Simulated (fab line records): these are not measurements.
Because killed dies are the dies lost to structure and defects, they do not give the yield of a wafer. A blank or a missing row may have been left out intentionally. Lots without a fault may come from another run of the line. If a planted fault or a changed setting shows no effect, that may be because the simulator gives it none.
Chamber matching ; flow sky130 ; rie-diel-01 running SKY_FIELD_ISO_ETCH_15: 4 sister chambers
The step etches the open film in CHF3/O2, stops on Si, target depth 180 nm, time 72 s. 8 wafers are shown with their chamber, then 7 later ones without.

## WAFERS WITH THEIR CHAMBER
wafer;chamber;chf3-flow-sccm (sccm);bias-w (W)
L077.2;2;49.85;200.6
L077.3;0;50.33;200.7
L078.4;0;50.30;200.7
L083.2;3;49.90;199.3
L084.1;2;49.97;199.6
L084.4;1;49.81;199.9
L086.2;1;49.94;199.8
L086.5;3;49.72;199.5

## WAFERS WITHOUT THEIR CHAMBER
wafer;chf3-flow-sccm (sccm);bias-w (W)
L086.6;50.14;200.0
L089.1;49.89;199.7
L089.3;49.94;200.4
L089.5;49.98;200.5
L096.2;50.05;200.7
L096.4;49.94;199.2
L096.6;49.74;200.7

## CHAMBER TAKEN BY EACH
wafer;from the rows above;in truth
L086.6;can't be placed: 2 or 0 or 1 or 3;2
L089.1;can't be placed: 1 or 2 or 3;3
L089.3;can't be placed: 2 or 1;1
L089.5;can't be placed: 2 or 1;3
L096.2;can't be placed: 2 or 0 or 1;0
L096.4;can't be placed: 3 or 1 or 2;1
L096.6;can't be placed: 2 or 1 or 3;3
Placed correctly: 0 of 7. Not placeable from these rows: 7 (in 6, the candidates include the true chamber). 0 placed wrongly.
How it was worked out, from the rows above alone: a wafer's distance from a chamber is the root of the sum, over the readings, of the square of ((its reading less the chamber's mean) divided by the reading's scatter). If the next closest chamber is less than 2 further off than the closest, the wafer can't be placed; otherwise it belongs to the closest. For every chamber, the mean is computed from those of its wafers that are shown. The scatter is the square root of a quotient: the sum, over the shown wafers, of each reading's squared deviation from its chamber's mean, divided by wafers minus chambers.
